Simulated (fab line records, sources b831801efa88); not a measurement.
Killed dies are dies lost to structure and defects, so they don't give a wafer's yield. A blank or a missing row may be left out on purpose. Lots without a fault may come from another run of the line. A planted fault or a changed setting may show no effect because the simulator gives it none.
One fault seen from 2 desks | flow sky130 | each desk has only its own numbers; what lay behind them comes last

THE TOOL OWNER'S DESK: cvd_w-02
The tool's own readings at SKY_VIA4_CVD_18 (deposits W, target thk 505 nm, time 152.14 s): means of the sampled wafers that have a number, for each lot that ran on this tool. A lot is out of limits, marked OUT, if its mean lies more than 4 standard deviations from the usual mean; the brackets give that distance.
Columns: A = chamber_pressure_Torr at SKY_VIA4_CVD_18, usual 39.99 Torr; B = heater_power_w at SKY_VIA4_CVD_18, usual 809 W
lot  | first seen here | A     | B
L256 | day 45 01:35    | 39.97 | 807
L258 | day 45 20:34    | 39.98 | 807
L262 | day 46 16:01    | 40.10 | 804
L269 | day 48 01:37    | 39.99 | 812
This desk's finding: nothing out of limits on any of the 4 lots.

THE METROLOGY DESK
What the gauges read, lot by lot, whatever tool the lot ran on: means of the sampled wafers that have a number. A lot is out of limits, marked OUT, if its mean lies more than 4 standard deviations from the usual mean; the brackets give that distance.
Columns: A = VIA4_OVL at SKY_VIA4_OVL_MEAS_11, usual -0.1 nm; B = VIA4_W_RS at SKY_VIA4_RS_MEAS_19, usual 0.2274 ohm/sq; C = VIA4_W_THK at SKY_VIA4_THK_MEAS_20, usual 500 nm; D = METAL5_ALCU_RS at SKY_METAL5_RS_MEAS_05, usual 0.0270 ohm/sq; E = METAL5_ALCU_THK at SKY_METAL5_THK_MEAS_06, usual 1132 nm; F = PASSIVATION_CVD_00_THK at SKY_PASSIVATION_THK_MEAS_01, usual 90.4 nm; G = PASSIVATION_CVD_02_THK at SKY_PASSIVATION_THK_MEAS_03, usual 539 nm
lot  | first seen here | A    | B      | C   | D      | E    | F    | G
L249 | day 43 08:47    | 0.8  | 0.2290 | 493 | 0.0277 | 1102 | 90.4 | 542
L256 | day 45 00:50    | 1.3  | 0.2253 | 503 | 0.0273 | 1121 | 91.2 | 540
L258 | day 45 19:28    | -1.0 | 0.2274 | 503 | 0.0270 | 1136 | 90.8 | 538
L262 | day 46 15:16    | -0.7 | 0.2280 | 500 | 0.0267 | 1154 | 91.8 | 531
L265 | day 47 03:12    | -0.5 | 0.2277 | 505 | 0.0267 | 1142 | 90.2 | 530
L269 | day 48 00:47    | -1.4 | 0.2273 | 495 | 0.0272 | 1138 | 90.3 | 538
This desk's finding: nothing out of limits on any of the 6 lots.

PUT TOGETHER
The tool owner's desk saw nothing out of limits.
The metrology desk saw nothing out of limits.

WHAT THE SIMULATOR HAD PUT IN
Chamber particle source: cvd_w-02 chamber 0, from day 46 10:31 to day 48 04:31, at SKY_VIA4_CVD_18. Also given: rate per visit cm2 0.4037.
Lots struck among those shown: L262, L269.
